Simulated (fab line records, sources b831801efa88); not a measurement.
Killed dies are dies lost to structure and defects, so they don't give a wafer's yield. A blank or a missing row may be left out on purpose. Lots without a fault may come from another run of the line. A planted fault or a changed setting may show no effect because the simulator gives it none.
fab line records | flow sky130
record lots=5 wafers=15 last_day=50
route steps=708 shown METAL1@438 VIA1@458
lots that met no fault: from a run of the same line without faults
start_h: hours from the record's first day to the start of the lot's first wafer shown | wait_h: hours since the lot's step before | " the same as in the row above | L1.1+2: a row that stands for several wafers | - no value, or no start given | * or withheld: withheld | < > ~ a bound
route shown NAME@n: a module of which the file shows steps, and the number in the route of the first | usual: mean/standard deviation of fault-free wafers | same: alike in all rows | chamber/n: place in a boat | sites: the reading at each site | _std_site: their standard deviation | _edge_site: outer sites' mean less inner sites' | radius_mm: how far each site lies from the wafer's centre | mask NAME#n: copy n | behind: the tool/chamber that last shaped the wafer | hold: why the lot was held/for how many hours/how that ended | device: the transistor (n, p or np) that didn't switch | end of line: the same wafers' tests at the end of the route | a step without rows: its recipe alone | killed: dies lost to structure and defects at the first sort, not the wafer's yield | map: a wafer's dies, x killed, . not, _ none there
set.NAME: the setting as run; set.NAME@STEP: as run at that earlier step | model.NAME: the simulator's own value behind a step, which no gauge read
lots at some steps of the route; a table a step, a row a wafer
services: from which hour (start_h, from the record's first day; less than 0 if before it) a tool's chamber was out of use, for how many hours, and why
## steps
# step SKY_METAL1_SPUTTER_04
# recipe material=TiN target_thk_nm=70 power_w=6500 time_s=58.3 chamber_pressure_pa=0.4
# usual chamber_pressure_pa=0.4002/0.00087 throttle_valve_pct=29.8/0.98
# columns lot.wafer tool chamber start_h wait_h chamber_pressure_pa throttle_valve_pct
L078.1 pvd_sputter-04 - 781.38 0.0 0.4002 30.8
L078.2 " - " " 0.4017 29.6
L078.3 " - " " 0.3991 31.2
L085.2 pvd_sputter-04 - 841.33 0.0 0.4013 30.7
L085.4 " - " " 0.4014 30.5
L085.5 " - " " 0.3998 31.2
L090.4 pvd_sputter-02 - 863.34 0.0 0.4007 28.6
L090.5 " - " " 0.4021 29.6
L090.6 " - " " 0.4001 30.0
L092.1 pvd_sputter-04 - 873.19 0.0 0.3993 30.5
L092.2 " - " " 0.4005 31.1
L092.4 " - " " 0.4014 29.7
L095.1 pvd_sputter-02 - 894.54 0.0 0.4006 28.9
L095.3 " - " " 0.4006 30.0
L095.5 " - " " 0.4012 28.6
# step SKY_METAL1_RS_MEAS_05
# recipe thk_meas_gauge=four-point-probe reads=TiN_of_METAL1_SPUTTER_04+Ti_of_METAL1_SPUTTER_03+AlCu_of_METAL1_SPUTTER_02+TiN_of_METAL1_SPUTTER_01+Ti_of_METAL1_SPUTTER_00
# usual METAL1_ALCU_RS=0.1259/0.0015
# columns lot.wafer tool chamber start_h wait_h METAL1_ALCU_RS[ohm/sq]
L078.1 film_metro-04 - 781.43 0.0 0.1278
L078.2 " - " " 0.1270
L078.3 " - " " 0.1267
L085.2 film_metro-03 - 841.40 0.0 0.1268
L085.4 " - " " 0.1268
L085.5 " - " " 0.1257
L090.4 film_metro-04 - 863.45 0.1 0.1254
L090.5 " - " " 0.1250
L090.6 " - " " 0.1257
L092.1 film_metro-04 - 873.24 0.0 0.1270
L092.2 " - " " 0.1260
L092.4 " - " " 0.1276
L095.1 film_metro-02 - 894.59 0.0 0.1280
L095.3 " - " " 0.1284
L095.5 " - " " 0.1286
# step SKY_METAL1_THK_MEAS_06
# recipe thk_meas_gauge=xrf reads=AlCu_of_METAL1_SPUTTER_02
# usual METAL1_ALCU_THK=255/3.2
# columns lot.wafer tool chamber start_h wait_h METAL1_ALCU_THK[nm]
L078.1 film_metro-04 - 781.55 0.1 249
L078.2 " - " " 252
L078.3 " - " " 252
L085.2 film_metro-03 - 841.51 0.1 253
L085.4 " - " " 252
L085.5 " - " " 257
L090.4 film_metro-04 - 863.54 0.1 255
L090.5 " - " " 256
L090.6 " - " " 256
L092.1 film_metro-04 - 873.36 0.1 253
L092.2 " - " " 255
L092.4 " - " " 253
L095.1 film_metro-02 - 894.71 0.1 250
L095.3 " - " " 252
L095.5 " - " " 250
# step SKY_METAL1_DEHYDRATE_07
# recipe temp_c=200 time_s=60
# usual chill_plate_temp_C=23.00/0.088 resist_line_temp_C=23.01/0.11
# columns lot.wafer tool chamber start_h wait_h chill_plate_temp_C resist_line_temp_C
L078.1 litho_track-04 0 794.78 13.2 23.05 22.97
L078.2 " 0 " " 22.99 22.85
L078.3 " 0 " " 22.96 22.96
L085.2 litho_track-03 0 854.70 13.2 23.03 22.99
L085.4 " 0 " " 23.03 23.20
L085.5 " 0 " " 22.87 22.87
L090.4 litho_track-04 0 875.65 12.1 23.07 22.84
L090.5 " 0 " " 23.01 23.02
L090.6 " 0 " " 22.93 23.12
L092.1 litho_track-04 0 885.58 12.2 22.91 22.93
L092.2 " 0 " " 23.01 23.00
L092.4 " 0 " " 22.79 23.10
L095.1 litho_track-03 0 907.28 12.6 22.93 22.88
L095.3 " 0 " " 22.87 23.00
L095.5 " 0 " " 23.01 22.90
# step SKY_METAL1_HMDS_08
# recipe prime_time_s=60 prime_temp_c=120
# usual chill_plate_temp_C=23.01/0.11 resist_line_temp_C=22.98/0.11
# columns lot.wafer tool chamber start_h wait_h chill_plate_temp_C resist_line_temp_C
L078.1 litho_track-04 0 794.93 0.1 22.84 22.98
L078.2 " 0 " " 23.08 23.05
L078.3 " 0 " " 22.96 23.01
L085.2 litho_track-03 0 854.85 0.1 23.03 22.89
L085.4 " 0 " " 23.13 22.94
L085.5 " 0 " " 22.88 22.78
L090.4 litho_track-04 0 875.80 0.1 22.99 23.00
L090.5 " 0 " " 23.00 22.96
L090.6 " 0 " " 23.12 23.00
L092.1 litho_track-04 0 885.73 0.1 23.03 22.82
L092.2 " 0 " " 22.93 22.91
L092.4 " 0 " " 22.97 22.87
L095.1 litho_track-03 0 907.43 0.1 23.08 23.11
L095.3 " 0 " " 23.05 22.96
L095.5 " 0 " " 22.99 22.87
# step SKY_METAL1_COAT_09
# recipe resist=BARC temp_c=withheld time_s=withheld spin_rpm=3000 resist_thk_nm=60
# usual chill_plate_temp_C=* resist_line_temp_C=* spin_speed_rpm=3000.0/2
# columns lot.wafer tool chamber start_h wait_h chill_plate_temp_C resist_line_temp_C spin_speed_rpm
L078.1 litho_track-04 0 795.08 0.1 * * 3002.6
L078.2 " 0 " " * * 3000.3
L078.3 " 0 " " * * 3001.9
L085.2 litho_track-03 0 855.00 0.1 * * 3001.3
L085.4 " 0 " " * * 3002.2
L085.5 " 0 " " * * 3001.6
L090.4 litho_track-04 0 875.95 0.1 * * 3001.8
L090.5 " 0 " " * * 3004.4
L090.6 " 0 " " * * 3003.8
L092.1 litho_track-04 0 885.88 0.1 * * 2999.9
L092.2 " 0 " " * * 3000.4
L092.4 " 0 " " * * 3000.3
L095.1 litho_track-03 0 907.58 0.1 * * 2995.3
L095.3 " 0 " " * * 2999.0
L095.5 " 0 " " * * 2998.8
# step SKY_METAL1_COAT_10
# recipe resist=KrF-thick spin_rpm=3000 resist_thk_nm=450
# usual chill_plate_temp_C=23.03/0.1 resist_line_temp_C=23.01/0.1 spin_speed_rpm=3000.0/2.1
# columns lot.wafer tool chamber start_h wait_h chill_plate_temp_C resist_line_temp_C spin_speed_rpm
L078.1 litho_track-04 0 - - 23.14 23.00 2998.7
L078.2 " 0 " " 23.12 22.99 2998.7
L078.3 " 0 " " 23.20 22.97 3001.1
L085.2 litho_track-03 0 - - 22.96 22.83 2997.7
L085.4 " 0 " " 23.04 22.91 3000.7
L085.5 " 0 " " 22.99 23.06 2996.9
L090.4 litho_track-04 0 - - 23.17 23.09 3000.1
L090.5 " 0 " " 23.20 23.07 3004.6
L090.6 " 0 " " 23.04 22.92 3001.2
L092.1 litho_track-04 0 - - 23.19 23.10 2997.4
L092.2 " 0 " " 23.16 22.92 3000.3
L092.4 " 0 " " 23.06 23.06 2998.0
L095.1 litho_track-03 0 - - 23.16 22.89 3001.5
L095.3 " 0 " " 23.05 22.99 2999.2
L095.5 " 0 " " 23.10 22.98 3004.8
# step SKY_METAL1_SOFTBAKE_11
# recipe temp_c=100 time_s=90 resist=KrF-thick
# usual chill_plate_temp_C=23.02/0.1 resist_line_temp_C=23.02/0.099
# columns lot.wafer tool chamber start_h wait_h chill_plate_temp_C resist_line_temp_C
L078.1 litho_track-04 0 - - 23.05 23.01
L078.2 " 0 " " 23.04 22.93
L078.3 " 0 " " 22.96 22.93
L085.2 litho_track-03 0 - - 22.96 23.02
L085.4 " 0 " " 22.99 22.89
L085.5 " 0 " " 22.97 22.83
L090.4 litho_track-04 0 - - 22.99 23.07
L090.5 " 0 " " 23.02 22.88
L090.6 " 0 " " 22.94 23.02
L092.1 litho_track-04 0 - - 23.04 23.10
L092.2 " 0 " " 22.89 22.83
L092.4 " 0 " " 22.89 23.13
L095.1 litho_track-03 0 - - 23.01 22.97
L095.3 " 0 " " 22.90 22.79
L095.5 " 0 " " 22.96 23.02
# step SKY_METAL1_EXPOSE_12
# recipe mask_id=MM1 na=0.8 source_shape=annular sigma_inner=0.55 sigma_outer=0.85 target_cd_nm=140 dose_mj=28
# usual stage_vel_mm_s=499.98/0.24
# columns lot.wafer tool chamber start_h wait_h mask stage_vel_mm_s
L078.1 krf_scanner-01 0 - - MM1#0 499.91
L078.2 " 0 " " MM1#0 499.91
L078.3 " 0 " " MM1#0 500.00
L085.2 krf_scanner-02 0 - - MM1#0 499.97
L085.4 " 0 " " MM1#0 500.14
L085.5 " 0 " " MM1#0 500.31
L090.4 krf_scanner-01 0 - - MM1#0 499.77
L090.5 " 0 " " MM1#0 500.30
L090.6 " 0 " " MM1#0 499.81
L092.1 krf_scanner-01 0 - - MM1#0 499.91
L092.2 " 0 " " MM1#0 499.58
L092.4 " 0 " " MM1#0 499.45
L095.1 krf_scanner-01 0 - - MM1#0 500.02
L095.3 " 0 " " MM1#0 500.09
L095.5 " 0 " " MM1#0 500.11
# step SKY_METAL1_PEB_13
# recipe peb_temp_c=withheld peb_time_s=withheld resist=KrF-thick
# usual chill_plate_temp_C=* resist_line_temp_C=*
# columns lot.wafer tool chamber start_h wait_h chill_plate_temp_C resist_line_temp_C
L078.1 litho_track-04 0 - - * *
L078.2 " 0 " " * *
L078.3 " 0 " " * *
L085.2 litho_track-01 0 - - * *
L085.4 " 0 " " * *
L085.5 " 0 " " * *
L090.4 litho_track-01 0 - - * *
L090.5 " 0 " " * *
L090.6 " 0 " " * *
L092.1 litho_track-04 0 - - * *
L092.2 " 0 " " * *
L092.4 " 0 " " * *
L095.1 litho_track-01 0 - - * *
L095.3 " 0 " " * *
L095.5 " 0 " " * *
# step SKY_METAL1_DEVELOP_14
# recipe develop_time_s=60 resist=KrF-thick dev_temp_c=21
# usual chill_plate_temp_C=22.99/0.11 developer_temp_C=21.00/0.1 resist_line_temp_C=22.98/0.11
# columns lot.wafer tool chamber start_h wait_h chill_plate_temp_C developer_temp_C resist_line_temp_C
L078.1 litho_track-04 0 - - 22.92 21.06 23.05
L078.2 " 0 " " 22.84 21.16 23.11
L078.3 " 0 " " 22.76 20.98 23.02
L085.2 litho_track-01 0 - - 23.07 20.90 23.03
L085.4 " 0 " " 22.95 21.01 23.16
L085.5 " 0 " " 22.83 20.89 23.06
L090.4 litho_track-01 0 - - 23.22 20.95 22.90
L090.5 " 0 " " 23.03 20.81 23.20
L090.6 " 0 " " 22.95 21.03 23.00
L092.1 litho_track-04 0 - - 23.02 20.88 22.91
L092.2 " 0 " " 23.02 20.93 23.13
L092.4 " 0 " " 23.09 21.01 23.13
L095.1 litho_track-01 0 - - 23.21 20.88 22.97
L095.3 " 0 " " 23.16 21.02 22.98
L095.5 " 0 " " 23.07 20.83 22.94
# step SKY_METAL1_CD_MEAS_15
# recipe target_cd_nm=140
# usual cd_nm=139.6/1.4
# columns lot.wafer tool chamber start_h wait_h cd_nm
L078.1 cd_sem-01 - 808.23 - 139.9
L078.2 " - " " 140.6
L078.3 " - " " 139.9
L085.2 cd_sem-01 - 868.43 - 138.0
L085.4 " - " " 138.7
L085.5 " - " " 139.9
L090.4 cd_sem-02 - 888.82 - 138.8
L090.5 " - " " 139.8
L090.6 " - " " 139.2
L092.1 cd_sem-02 - 898.38 - 140.6
L092.2 " - " " 142.0
L092.4 " - " " 141.0
L095.1 cd_sem-01 - 919.31 - 139.5
L095.3 " - " " 138.8
L095.5 " - " " 138.0
# step SKY_METAL1_OVL_MEAS_16
# usual METAL1_OVL=4/5
# columns lot.wafer tool chamber start_h wait_h METAL1_OVL[nm]
L078.1 overlay-02 - 808.35 0.1 8
L078.2 " - " " 14
L078.3 " - " " 9
L085.2 overlay-02 - 868.54 0.1 2
L085.4 " - " " 7
L085.5 " - " " -2
L090.4 overlay-01 - 888.90 0.1 5
L090.5 " - " " 7
L090.6 " - " " 4
L092.1 overlay-01 - 898.50 0.1 3
L092.2 " - " " 10
L092.4 " - " " 2
L095.1 overlay-02 - 919.43 0.1 4
L095.3 " - " " 12
L095.5 " - " " 11
# step SKY_METAL1_DESCUM_17
# recipe chemistry=O2 source_power_w=150 bias_power_w=0 pressure_mtorr=10 temp_c=40 time_s=8
# usual drypump_motor_current_A=5.6/0.44 oes_product_au=1.009/0.0098
# columns lot.wafer tool chamber start_h wait_h drypump_motor_current_A oes_product_au rf_hours_counter_h
L078.1 rie_metal-04 0 808.39 0.0 5.7 1.007 15
L078.2 " 1 " " 5.8 1.009 11
L078.3 " 1 " " 5.8 1.012 -
L085.2 rie_metal-03 0 868.57 0.0 5.5 1.010 3
L085.4 " 0 " " 5.5 1.012 -
L085.5 " 1 " " 5.1 1.012 -
L090.4 rie_metal-03 1 888.93 0.0 5.1 1.011 -
L090.5 " 0 " " 5.5 1.006 -
L090.6 " 1 " " 5.1 1.017 -
L092.1 rie_metal-01 0 898.54 0.0 5.5 1.021 4
L092.2 " 0 " " 5.5 1.030 -
L092.4 " 0 " " 5.5 1.020 -
L095.1 rie_metal-03 0 919.47 0.0 5.5 1.010 5
L095.3 " 0 " " 5.6 1.002 -
L095.5 " 1 " " 5.1 0.998 -
# step SKY_METAL1_ETCH_18
# recipe chemistry=N2/H2 target=BARC ion_energy_ev=200 bias_w=100 pressure_mtorr=30 n2_flow_sccm=100 h2_flow_sccm=200 icp_w=500 stop_on=SiO2 time_s=45.9 target_depth_a=600
# usual drypump_motor_current_A=5.6/0.44 oes_product_au=0.854/0.0048 throttle_valve_pct=13.225/0.0087
# columns lot.wafer tool chamber start_h wait_h drypump_motor_current_A oes_product_au rf_hours_counter_h throttle_valve_pct
L078.1 rie_metal-04 0 808.42 0.0 5.7 0.846 15 13.224
L078.2 " 1 " " 5.8 0.854 11 13.222
L078.3 " 1 " " 5.8 0.858 - 13.232
L085.2 rie_metal-03 0 868.60 0.0 5.6 0.859 3 13.212
L085.4 " 0 " " 5.6 0.851 - 13.234
L085.5 " 1 " " 5.1 0.855 - 13.244
L090.4 rie_metal-03 1 888.97 0.0 5.1 0.856 - 13.230
L090.5 " 0 " " 5.6 0.850 - 13.226
L090.6 " 1 " " 5.1 0.850 - 13.221
L092.1 rie_metal-01 0 898.60 0.1 5.5 0.859 4 13.225
L092.2 " 0 " " 5.5 0.860 - 13.225
L092.4 " 0 " " 5.5 0.860 - 13.225
L095.1 rie_metal-03 0 919.50 0.0 5.6 0.842 5 13.231
L095.3 " 0 " " 5.6 0.855 - 13.233
L095.5 " 1 " " 5.1 0.857 - 13.236
# step SKY_METAL1_METAL_ETCH_19
# recipe target_depth_a=3600 stop_on=SiO2 over_etch_frac=0.3 time_s=78 chemistry=Cl2/BCl3 resist_sidewall_deg=88 pressure_mtorr=10 icp_w=900 bias_w=48.5 Cl2_flow_sccm=60 bcl3_flow_sccm=30
# usual drypump_motor_current_A=5.6/0.45 oes_product_au=0.856/0.0059 throttle_valve_pct=22.266/0.009
# columns lot.wafer tool chamber start_h wait_h drypump_motor_current_A oes_product_au rf_hours_counter_h throttle_valve_pct
L078.1 rie_metal-04 0 808.48 0.0 5.7 0.853 15 22.276
L078.2 " 1 " " 5.8 0.849 11 22.264
L078.3 " 1 " " 5.8 0.858 - 22.259
L085.2 rie_metal-03 0 868.66 0.0 5.5 0.856 3 22.261
L085.4 " 0 " " 5.5 0.851 - 22.256
L085.5 " 1 " " 5.1 0.850 - 22.262
L090.4 rie_metal-03 1 889.04 0.1 5.1 0.856 - 22.272
L090.5 " 0 " " 5.6 0.855 - 22.270
L090.6 " 1 " " 5.1 0.858 - 22.271
L092.1 rie_metal-01 0 898.73 0.1 5.5 0.848 4 22.274
L092.2 " 0 " " 5.5 0.853 - 22.258
L092.4 " 0 " " 5.5 0.859 - 22.263
L095.1 rie_metal-03 0 919.56 0.0 5.5 0.853 6 22.278
L095.3 " 0 " " 5.6 0.853 - 22.277
L095.5 " 1 " " 5.1 0.852 - 22.272
# step SKY_METAL1_STRIP_20
# recipe chemistry=O2/N2 power_w=1400 pressure_mtorr=1500 platen_temp_c=withheld o2_flow_sccm=3000 n2_flow_sccm=300 overash_fraction=0.5
# usual drypump_motor_current_A=5.70/0.17 oes_product_au=0.340/0.005 strip_time_to_endpoint_s=2.65/0.046
# same overash_fraction=0.5
# columns lot.wafer tool chamber start_h wait_h drypump_motor_current_A oes_product_au rf_hours_counter_h strip_time_to_endpoint_s
L078.1 plasma_asher-02 0 808.57 0.1 5.82 0.351 6 2.73
L078.2 " 1 " " 5.85 0.342 6 2.67
L078.3 " 1 " " 5.84 0.343 - 2.65
L085.2 plasma_asher-01 1 868.75 0.1 5.44 0.347 46 2.67
L085.4 " 0 " " 5.52 0.341 - 2.65
L085.5 " 1 " " 5.44 0.348 - 2.65
L090.4 plasma_asher-03 0 889.13 0.1 5.72 0.331 - 2.67
L090.5 " 0 " " 5.70 0.346 - 2.64
L090.6 " 1 " " 5.84 0.342 - 2.69
L092.1 plasma_asher-02 0 898.91 0.1 5.81 0.336 15 2.57
L092.2 " 1 " " 5.88 0.345 15 2.55
L092.4 " 0 " " 5.82 0.338 - 2.52
L095.1 plasma_asher-01 1 919.65 0.1 5.45 0.339 51 2.61
L095.3 " 1 " " 5.43 0.341 - 2.63
L095.5 " 1 " " 5.43 0.337 - 2.62
# step SKY_METAL1_STRIP_21
# recipe chemistry=post_etch_residue_remover time_s=1200 temp_c=72.5
# columns lot.wafer tool chamber start_h wait_h
L078.1+2+3 wet_bench-02 1 808.67 0.1
L085.2+4+5 wet_bench-02 3 868.85 0.1
L090.4+5+6 wet_bench-01 2 889.20 0.0
L092.1+2+4 wet_bench-02 1 899.01 0.1
L095.1+3+5 wet_bench-02 0 919.75 0.1
# step SKY_METAL1_CLEAN_22
# recipe chemistry=IPA time_s=180 temp_c=25
# columns lot.wafer tool chamber start_h wait_h
L078.1+2+3 wet_bench-03 3 809.04 0.0
L085.2+4+5 wet_bench-03 3 869.26 0.0
L090.4+5+6 wet_bench-03 2 889.54 0.0
L092.1+2+4 wet_bench-01 0 899.38 0.0
L095.1+3+5 wet_bench-03 0 920.12 0.0
# step SKY_METAL1_CLEAN_23
# recipe chemistry=O3/DIW dry=n2_spin
# columns lot.wafer tool chamber start_h wait_h
L078.1+2+3 wet_bench-01 0 809.10 0.0
L085.2+4+5 wet_bench-01 2 869.32 0.0
L090.4+5+6 wet_bench-02 3 889.60 0.0
L092.1+2+4 wet_bench-03 1 899.44 0.0
L095.1+3+5 wet_bench-01 1 920.19 0.0
# step SKY_VIA1_HDPCVD_00
# recipe material=SiO2 target_thk_nm=1030 sigma_open_frac=0.3 time_s=171.7 temp_c=400 sih4_flow_sccm=60 pressure_mtorr=6
# columns lot.wafer tool chamber start_h wait_h
L078.1+2+3 hdpcvd-01 2,0,1 809.19 0.0
L085.2+4+5 hdpcvd-02 0,0,2 869.41 0.0
L090.4+5+6 hdpcvd-02 2,0,1 889.77 0.1
L092.1+2+4 hdpcvd-01 1,2,2 899.53 0.0
L095.1+3+5 hdpcvd-01 1,2,0 920.28 0.0
# step SKY_VIA1_THK_MEAS_01
# recipe reads=SiO2_of_VIA1_HDPCVD_00
# usual VIA1_HDPCVD_THK=1036/11
# columns lot.wafer tool chamber start_h wait_h VIA1_HDPCVD_THK[nm]
L078.1 film_metro-01 - 809.30 0.1 1043
L078.2 " - " " 1026
L078.3 " - " " 1046
L085.2 film_metro-01 - 869.54 0.1 1029
L085.4 " - " " 1047
L085.5 " - " " 1025
L090.4 film_metro-01 - 889.85 0.0 1032
L090.5 " - " " 1022
L090.6 " - " " 1025
L092.1 film_metro-03 - 899.64 0.1 1052
L092.2 " - " " 1038
L092.4 " - " " 1033
L095.1 film_metro-02 - 920.39 0.1 1039
L095.3 " - " " 1027
L095.5 " - " " 1041
# step SKY_VIA1_CMP_02
# recipe material=SiO2 down_force_psi=4 platen_rpm=60 pad_velocity_m_s=0.94248
# usual head_pressure_psi=4.000/0.0089 motor_current_A=11.8/1.2
# columns lot.wafer tool chamber start_h wait_h head_pressure_psi motor_current_A
L078.3 cmp-02 0 809.36 0.0 4.020 12.9
L078.1 " 2 " " 4.015 9.7
L078.2 " 3 " " 4.004 11.4
L085.2 cmp-02 1 869.59 0.0 3.996 13.3
L085.4 " 0 " " 4.000 12.8
L085.5 " 1 " " 4.000 13.9
L090.4 cmp-02 1 889.98 0.1 3.987 14.0
L090.6 " 3 " " 3.998 11.2
L090.5 " 0 " " 4.004 12.4
L092.2 cmp-01 0 899.70 0.0 4.008 11.9
L092.1 " 1 " " 4.000 11.6
L092.4 " 2 " " 3.990 10.4
L095.3 cmp-01 1 920.50 0.1 4.003 11.2
L095.1 " 0 " " 3.997 11.8
L095.5 " 2 " " 3.997 10.8
# step SKY_VIA1_BOW_MEAS_03
# recipe mode=bow
# usual VIA1_BOW=78/6.9
# columns lot.wafer tool chamber start_h wait_h VIA1_BOW[um]
L078.1 film_metro-03 - 809.66 0.1 75
L078.2 " - " " 83
L078.3 " - " " 89
L085.2 film_metro-01 - 869.91 0.3 83
L085.4 " - " " 75
L085.5 " - " " 86
L090.4 film_metro-01 - 890.24 0.2 72
L090.5 " - " " 90
L090.6 " - " " 81
L092.1 film_metro-01 - 900.00 0.2 77
L092.2 " - " " 83
L092.4 " - " " 70
L095.1 film_metro-02 - 920.80 0.1 65
L095.3 " - " " 77
L095.5 " - " " 73
# step SKY_VIA1_DEHYDRATE_04
# recipe temp_c=200 time_s=60
# usual chill_plate_temp_C=23.00/0.1 resist_line_temp_C=23.01/0.1
# columns lot.wafer tool chamber start_h wait_h chill_plate_temp_C resist_line_temp_C
L078.1 litho_track-02 0 822.40 12.7 22.96 23.08
L078.2 " 0 " " 23.18 23.05
L078.3 " 0 " " 23.11 22.88
L085.2 litho_track-04 0 882.15 12.2 22.98 22.91
L085.4 " 0 " " 22.96 22.83
L085.5 " 0 " " 22.97 22.85
L090.4 litho_track-04 0 902.15 11.9 22.96 23.04
L090.5 " 0 " " 23.02 22.96
L090.6 " 0 " " 23.00 22.92
L092.1 litho_track-02 0 912.00 12.0 23.18 23.11
L092.2 " 0 " " 23.08 23.19
L092.4 " 0 " " 23.12 23.21
L095.1 litho_track-04 0 932.48 11.7 22.89 22.83
L095.3 " 0 " " 22.85 22.83
L095.5 " 0 " " 22.83 22.95
# step SKY_VIA1_HMDS_05
# recipe prime_time_s=60 prime_temp_c=120
# usual chill_plate_temp_C=23.01/0.11 resist_line_temp_C=23.00/0.11
# columns lot.wafer tool chamber start_h wait_h chill_plate_temp_C resist_line_temp_C
L078.1 litho_track-02 0 822.55 0.1 22.98 22.96
L078.2 " 0 " " 22.97 22.98
L078.3 " 0 " " 22.96 22.93
L085.2 litho_track-04 0 882.30 0.1 22.96 23.05
L085.4 " 0 " " 22.99 22.90
L085.5 " 0 " " 23.05 22.96
L090.4 litho_track-04 0 902.30 0.1 22.92 22.96
L090.5 " 0 " " 23.10 22.94
L090.6 " 0 " " 22.88 23.05
L092.1 litho_track-02 0 912.15 0.1 23.00 23.16
L092.2 " 0 " " 22.96 23.05
L092.4 " 0 " " 22.77 23.02
L095.1 litho_track-04 0 932.63 0.1 23.06 23.13
L095.3 " 0 " " 22.90 23.15
L095.5 " 0 " " 22.93 23.05
# step SKY_VIA1_COAT_06
# recipe resist=BARC temp_c=withheld time_s=withheld spin_rpm=3000 resist_thk_nm=60
# usual chill_plate_temp_C=* resist_line_temp_C=* spin_speed_rpm=2999.9/2.4
# columns lot.wafer tool chamber start_h wait_h chill_plate_temp_C resist_line_temp_C spin_speed_rpm
L078.1 litho_track-02 0 822.70 0.1 * * 2999.6
L078.2 " 0 " " * * 3000.1
L078.3 " 0 " " * * 2997.5
L085.2 litho_track-04 0 882.45 0.1 * * 3002.7
L085.4 " 0 " " * * 2998.8
L085.5 " 0 " " * * 3000.0
L090.4 litho_track-04 0 902.45 0.1 * * 3001.9
L090.5 " 0 " " * * 3002.3
L090.6 " 0 " " * * 3003.6
L092.1 litho_track-02 0 912.30 0.1 * * 2999.9
L092.2 " 0 " " * * 3000.1
L092.4 " 0 " " * * 2999.2
L095.1 litho_track-04 0 932.78 0.1 * * 2998.7
L095.3 " 0 " " * * 3000.4
L095.5 " 0 " " * * 3003.1
# step SKY_VIA1_COAT_07
# recipe resist=KrF-thick spin_rpm=3000 resist_thk_nm=450
# usual chill_plate_temp_C=23.02/0.11 resist_line_temp_C=23.01/0.099 spin_speed_rpm=2999.7/2.6
# columns lot.wafer tool chamber start_h wait_h chill_plate_temp_C resist_line_temp_C spin_speed_rpm
L078.1 litho_track-02 0 - - 23.15 23.02 2999.4
L078.2 " 0 " " 22.98 23.13 2998.4
L078.3 " 0 " " 23.05 23.04 2998.5
L085.2 litho_track-04 0 - - 22.95 22.95 2998.3
L085.4 " 0 " " 23.16 22.83 3001.8
L085.5 " 0 " " 22.92 22.87 2998.0
L090.4 litho_track-04 0 - - 23.04 23.00 2998.1
L090.5 " 0 " " 23.00 23.06 3000.1
L090.6 " 0 " " 22.96 22.80 2998.8
L092.1 litho_track-02 0 - - 23.08 23.08 2999.6
L092.2 " 0 " " 22.90 23.04 3001.1
L092.4 " 0 " " 22.93 22.85 3001.4
L095.1 litho_track-04 0 - - 23.16 23.02 2998.1
L095.3 " 0 " " 23.19 23.09 2995.4
L095.5 " 0 " " 23.02 23.12 2993.9
# step SKY_VIA1_SOFTBAKE_08
# recipe temp_c=100 time_s=90 resist=KrF-thick
# usual chill_plate_temp_C=23.02/0.12 resist_line_temp_C=23.02/0.11
# columns lot.wafer tool chamber start_h wait_h chill_plate_temp_C resist_line_temp_C
L078.1 litho_track-02 0 - - 23.05 23.04
L078.2 " 0 " " 22.99 23.16
L078.3 " 0 " " 23.17 23.10
L085.2 litho_track-04 0 - - 23.24 23.02
L085.4 " 0 " " 22.96 23.11
L085.5 " 0 " " 23.16 22.99
L090.4 litho_track-04 0 - - 23.06 22.95
L090.5 " 0 " " 23.07 23.16
L090.6 " 0 " " 23.23 23.09
L092.1 litho_track-02 0 - - 23.06 22.98
L092.2 " 0 " " 23.17 23.09
L092.4 " 0 " " 23.05 22.90
L095.1 litho_track-04 0 - - 23.16 22.88
L095.3 " 0 " " 22.99 22.88
L095.5 " 0 " " 22.97 22.90
# step SKY_VIA1_EXPOSE_09
# recipe mask_id=VIM na=0.8 source_shape=annular sigma_inner=0.55 sigma_outer=0.85 target_cd_nm=150 dose_mj=38
# usual stage_vel_mm_s=500.02/0.28
# columns lot.wafer tool chamber start_h wait_h mask stage_vel_mm_s
L078.1 krf_scanner-01 0 - - VIM#0 499.99
L078.2 " 0 " " VIM#0 500.14
L078.3 " 0 " " VIM#0 499.83
L085.2 krf_scanner-01 0 - - VIM#0 499.89
L085.4 " 0 " " VIM#0 500.02
L085.5 " 0 " " VIM#0 500.21
L090.4 krf_scanner-02 0 - - VIM#0 500.09
L090.5 " 0 " " VIM#0 500.45
L090.6 " 0 " " VIM#0 500.58
L092.1 krf_scanner-01 0 - - VIM#0 499.69
L092.2 " 0 " " VIM#0 499.85
L092.4 " 0 " " VIM#0 499.91
L095.1 krf_scanner-02 0 - - VIM#0 500.09
L095.3 " 0 " " VIM#0 500.37
L095.5 " 0 " " VIM#0 500.15
# step SKY_VIA1_PEB_10
# recipe peb_temp_c=withheld peb_time_s=withheld resist=KrF-thick
# usual chill_plate_temp_C=* resist_line_temp_C=*
# columns lot.wafer tool chamber start_h wait_h chill_plate_temp_C resist_line_temp_C
L078.1 litho_track-04 0 - - * *
L078.2 " 0 " " * *
L078.3 " 0 " " * *
L085.2 litho_track-03 0 - - * *
L085.4 " 0 " " * *
L085.5 " 0 " " * *
L090.4 litho_track-02 0 - - * *
L090.5 " 0 " " * *
L090.6 " 0 " " * *
L092.1 litho_track-04 0 - - * *
L092.2 " 0 " " * *
L092.4 " 0 " " * *
L095.1 litho_track-03 0 - - * *
L095.3 " 0 " " * *
L095.5 " 0 " " * *
## services
# columns tool chamber start_h hours kind
krf_scanner-01 - 771.82 1.0 pm
krf_scanner-02 - 774.40 1.0 pm
krf_scanner-01 - 775.40 0.8 pm
wet_bench-03 - 782.87 1.5 repair
krf_scanner-02 - 791.94 1.3 pm
cmp-02 - 796.69 1.6 repair
rie_metal-03 - 803.73 15.6 pm
krf_scanner-01 - 807.80 0.8 pm
pvd_sputter-04 - 809.72 2.0 repair
hdpcvd-01 - 821.98 1.4 repair
krf_scanner-02 - 845.49 4.0 pm
krf_scanner-01 - 852.21 3.9 repair
krf_scanner-01 - 864.17 1.3 pm
krf_scanner-01 - 872.35 1.8 repair
rie_metal-04 - 885.56 0.4 repair
cmp-02 - 904.36 15.7 pm
krf_scanner-01 - 913.30 1.1 repair
rie_metal-04 - 918.65 1.3 repair
cmp-02 - 920.02 6.2 pm
cmp-02 - 926.20 4.0 pm
krf_scanner-01 - 926.77 0.3 repair
krf_scanner-01 - 930.72 1.6 repair
wet_bench-03 - 934.10 0.7 repair
krf_scanner-01 - 940.82 1.0 pm
## key
fault none
